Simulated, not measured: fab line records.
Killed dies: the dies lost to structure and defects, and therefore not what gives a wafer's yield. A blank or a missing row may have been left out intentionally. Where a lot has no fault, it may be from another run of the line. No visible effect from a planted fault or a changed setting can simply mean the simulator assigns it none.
Code-filled problem report in 8D (eight disciplines) form :: flow gf180mcu :: the parts of the form that need people (team, actions taken, sign-off) are left out

## 1. WHAT IS WRONG
At GF_V2_CMP_26, platen rpm averages 65.98 rpm over 2 wafers from 2 lots, while fault-free wafers read 59.99 rpm, standard deviation 0.039. That is +99 or more standard deviations from the usual mean.
The step: polishes, stops on SiO2, t overpolish 15 s, target thk 0 nm.
First seen on wafer L715.6, day 25 23:15, on cmp-01. The record has a number at this step for 36 wafers belonging to 12 lots. By rule, "out" or "out of limits" means more than 4 standard deviations away from the usual mean. The rest of the wafers with a number are treated as sound.

## 2. WHAT IT IS; WHAT IT IS NOT
question: which readings at this step
is: platen rpm
is not: motor current A, overpolish run s

question: which lots
is: L715, L716
is not: L701, L702, L703, L704, L705, L706, L717, L720, L721, L722

question: which wafers of those lots
is: L715.6, L716.4
is not: L715.3, L715.4, L716.5, L716.6

question: read on which tools
is: cmp-01
is not: cmp-02

question: when
is: from day 25 23:15
is not: up to then (20 sound wafers); but 14 sound wafers of L716, L717, L720, L721, L722 came after

## 3. THE SUSPECTS, EACH WITH WHAT RULES IT OUT
Counting: a tool at a process step up to the reading stays a suspect if it ran every lot that is out. Sound lots after the first of them don't rule it out here, since some wafers of a struck lot are sound.
- cmp-01 at GF_V2_CMP_26 (polishes, stops on SiO2, t overpolish 15 s, target thk 0 nm): kept. It ran every lot that is out, first L715 (day 25 23:15); its last sound lot up to then is L706 (day 22 17:52). Out on those wafers are its own readings of platen rpm.
- In cmp-01 at GF_V2_CMP_26, the wafers that are out were processed in chamber 2 and their sound lot-mates in chambers 0, 1, 3.
Remaining after the count: cmp-01 at GF_V2_CMP_26.

## 4. THE CAUSE (what the simulator had put in)
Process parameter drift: cmp-01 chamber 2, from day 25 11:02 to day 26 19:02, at GF_V2_CMP_26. A move of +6 in setting platen rpm, from 60. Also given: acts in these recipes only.
The count eliminated every tool but this one.

## 5. SEQUENCE OF EFFECTS, ordered by route
Each row: a reading where the mean over the struck wafers with a number is more than 3 standard deviations away from the usual. Only readings whose record carries a usual standard deviation are examined. hours: median over the lots of the time between each lot's start at the first step of this table that gives one and its start at this step. sigmas: the change, counted in usual standard deviations.
hours: 0
step: GF_V2_CMP_26
reading: platen rpm
usual: 59.99 rpm
on struck wafers: 65.98
change: +5.99
sigmas: +99 or more

hours: 0
step: GF_V2_CMP_26
reading: time to endpoint s
usual: 86 s
on struck wafers: 75
change: -11
sigmas: -3.2
The process steps in it:
- GF_V2_CMP_26: polishes, stops on SiO2, t overpolish 15 s, target thk 0 nm.
Later steps that measure or inspect, where all struck wafers having a row at the step show a number for every such reading and not one has moved that far: GF_M3_RS_MEAS_05.

## 6. HOW IT WOULD HAVE BEEN CAUGHT EARLIER
First out-of-limits reading in this record: day 25 23:15, which is 12 hours after fault onset at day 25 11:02.
